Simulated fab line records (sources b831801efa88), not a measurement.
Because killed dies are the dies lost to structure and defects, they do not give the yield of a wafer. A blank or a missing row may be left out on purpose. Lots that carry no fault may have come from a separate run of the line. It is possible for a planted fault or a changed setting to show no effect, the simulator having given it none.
Chamber matching ; flow sky130 ; SKY_POLY_GATE_ETCH_16 on rie_diel-01 has 4 sister chambers
The step etches Si3N4 in CH3F/O2, stops on poly-Si, time 147.5 s, target depth 75 nm. 8 wafers are shown with their chamber, then 7 later ones without.

WAFERS WITH THEIR CHAMBER
wafer;chamber;drypump_motor_current_A (A);throttle_valve_pct (%)
L158.3;2;5.3;10.543
L160.2;1;5.8;10.517
L160.5;0;6.5;10.540
L162.3;1;5.8;10.549
L162.5;3;5.7;10.533
L162.6;2;5.3;10.541
L164.1;0;6.6;10.525
L164.3;3;5.7;10.534

WAFERS WHOSE CHAMBER IS MISSING
wafer;drypump_motor_current_A (A);throttle_valve_pct (%)
L164.6;6.6;10.529
L165.2;5.7;10.548
L165.3;5.3;10.548
L165.5;5.7;10.514
L175.1;5.3;10.530
L175.2;5.8;10.532
L175.4;5.8;10.533

EACH ONE'S CHAMBER
wafer;from the rows above;in truth
L164.6;0;0
L165.2;can't be placed: 3 or 1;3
L165.3;2;2
L165.5;can't be placed: 3 or 1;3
L175.1;2;2
L175.2;1;1
L175.4;1;1
Correct placement for 5 of the 7. Cannot be placed on the basis of these rows: 2; the candidates contain the true chamber in 2. Number placed wrongly: 0.
How it was worked out, from the rows above alone: a wafer's distance from a chamber is the root of the sum, over the readings, of the square of ((its reading less the chamber's mean) divided by the reading's scatter). The wafer belongs to the nearest chamber; if the next one is less than 2 further off, it can't be placed. Each chamber's mean is taken over the wafers shown for it. The scatter is the square root of a quotient: the sum, over the shown wafers, of each reading's squared deviation from its chamber's mean, divided by wafers minus chambers.
